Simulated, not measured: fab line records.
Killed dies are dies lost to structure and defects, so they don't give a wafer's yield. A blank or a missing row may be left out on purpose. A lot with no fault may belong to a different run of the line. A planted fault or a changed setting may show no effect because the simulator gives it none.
Which tool was responsible? | flow sfq_line | 7 lots (21 wafers sampled), 1 step of a 325-step route

## WHAT THE GAUGES READ, wafer by wafer
SFQ_L0V_OVL_MEAS_903.
lot  | measured     | on         | L0V_OVL (nm)
L183 | day 5 20:28  | overlay-01 | -3 0 2
L186 | day 6 10:05  | overlay-02 | 4 2 5
L188 | day 6 23:23  | overlay-01 | -9 -2 -9
L192 | day 8 00:49  | overlay-02 | -4 -2 -1
L198 | day 9 12:28  | overlay-02 | -1 -9 0
L200 | day 10 01:28 | overlay-02 | -13 -6 -11
L202 | day 10 11:04 | overlay-01 | -7 -4 1

## WHAT TOOL EACH LOT RAN ON (gives the tool, then ch and the chambers of the sampled wafers, and finally the start)
The record holds no process step before these readings.

## THE ANSWER, worked out from the rows above alone
Rule: usual is defined by the lots themselves. The widest of any qualifying gaps counts: lots, ordered by their means at a reading, are off when they make up no more than a third of the lots, leave a main group of 4 or more, and stand apart from it by 3 or more times the standard deviation of that group's means. A main group is skipped when, at the precision printed for the reading in the tables above, its means are all equal. Also off: a lot with no number at a reading for which 4 or more lots have one. Any other lot the step has rows for is counted as sound.
No lot is off on any of the readings shown, so nothing can be concluded from this.

## WHAT HAD BEEN PUT IN BY THE SIMULATOR
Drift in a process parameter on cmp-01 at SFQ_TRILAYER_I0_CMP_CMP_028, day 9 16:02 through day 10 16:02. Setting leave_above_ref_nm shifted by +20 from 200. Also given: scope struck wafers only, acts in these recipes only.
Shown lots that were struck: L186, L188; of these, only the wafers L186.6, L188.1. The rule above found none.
